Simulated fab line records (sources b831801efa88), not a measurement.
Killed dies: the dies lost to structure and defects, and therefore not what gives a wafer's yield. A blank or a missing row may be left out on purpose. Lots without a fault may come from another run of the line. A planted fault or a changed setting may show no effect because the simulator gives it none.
8D (eight disciplines) problem report, filled in by code	flow sky130	the parts of the form that need people (team, actions taken, sign-off) are left out

## 1. THE PROBLEM
Wafers free of any fault read 223.3 (standard deviation 1.6) for GATE_OXIDE_TW at SKY_GATE_OXIDE_TW_MEAS_14, against a mean of 213.5 on 6 wafers of 2 lots. Relative to the usual mean, that is a shift of -6.1 standard deviations.
The first sign was on wafer L317.1 at day 19 22:30, on film-metro-01. At this step, 36 wafers from 12 lots have a number in the record. By rule, "out" or "out of limits" means more than 4 standard deviations away from the usual mean. The other wafers with a number count as sound.

## 2. WHAT IT IS; WHAT IT IS NOT
question	is	is not
which readings at this step	GATE_OXIDE_TW	-
which lots	L317, L322	L303, L305, L310, L311, L312, L313, L314, L316, L320, L323
which wafers of those lots	all that have a number	-
read on which gauges	film-metro-01	film-metro-02, film-metro-03
when	from day 19 22:30	up to then (24 sound wafers); but 6 sound wafers of L320, L323 came after

## 3. THE SUSPECTS, EACH WITH WHAT RULES IT OUT
Counting: a tool at any process step up to the reading remains a suspect when it ran all the lots that are out and ran no sound lot after the first of those.
- ruled out: the gauge at SKY_GATE_OXIDE_TW_MEAS_14. All the wafers that are out were read on film-metro-01, but those of them that SKY_GATE_OXIDE_IMPLANT_11 has rows for are out there too, on other tools.
- rtp-anneal-02 at SKY_NWELL_RTA_28 (time 30 s): ruled out as a lasting fault. After its first lot that is out, L317 (day 9 14:10), sound lots L320 ran on it.
- implanter-01 at SKY_GATE_OXIDE_IMPLANT_11: kept. It ran every lot that is out, first L317 (day 19 22:07), and no sound lot after that; its last sound lot up to then is L316 (day 19 07:52). Its own beam-energy-keV readings are out on those wafers.
Left after counting: implanter-01 at SKY_GATE_OXIDE_IMPLANT_11.

## 4. THE CAUSE (what the simulator had put in)
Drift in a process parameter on implanter-01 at SKY_GATE_OXIDE_IMPLANT_11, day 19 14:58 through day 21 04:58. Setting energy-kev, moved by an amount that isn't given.
Counting left only this tool.

## 5. THE EFFECT CHAIN, in route order
Each row: a reading whose mean over the struck wafers that have a number lies more than 3 standard deviations from the usual. Only readings for which the record gives a usual standard deviation are gone through. hours: the time from each lot's start at the first step in this table that gives one to its start at this step, as a median over the lots. sigmas: the change in usual standard deviations.
hours	step	reading	usual	on struck wafers	change	sigmas
0	SKY_GATE_OXIDE_IMPLANT_11	beam-energy-keV	10.000	8.368	-1.632	-99 or more
0	SKY_GATE_OXIDE_TW_MEAS_14	GATE_OXIDE_TW	223.3	213.5	-9.8	-6.1
Process steps it contains:
- SKY_GATE_OXIDE_IMPLANT_11

## 6. WHAT WOULD HAVE CAUGHT IT SOONER
In this record the first reading out of limits at a measuring or inspecting step was taken at day 19 22:30, 8 hours after the fault began at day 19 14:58.
The tool's own readings at SKY_GATE_OXIDE_IMPLANT_11 were out on every struck wafer that the step has a row for (beam-energy-keV): an alarm limit on them would have fired on the first of those.
Of the lots that are out (2), L322 began SKY_GATE_OXIDE_IMPLANT_11 on implanter-01 after day 19 22:30. Had the tool been put on hold then, it would have been spared.
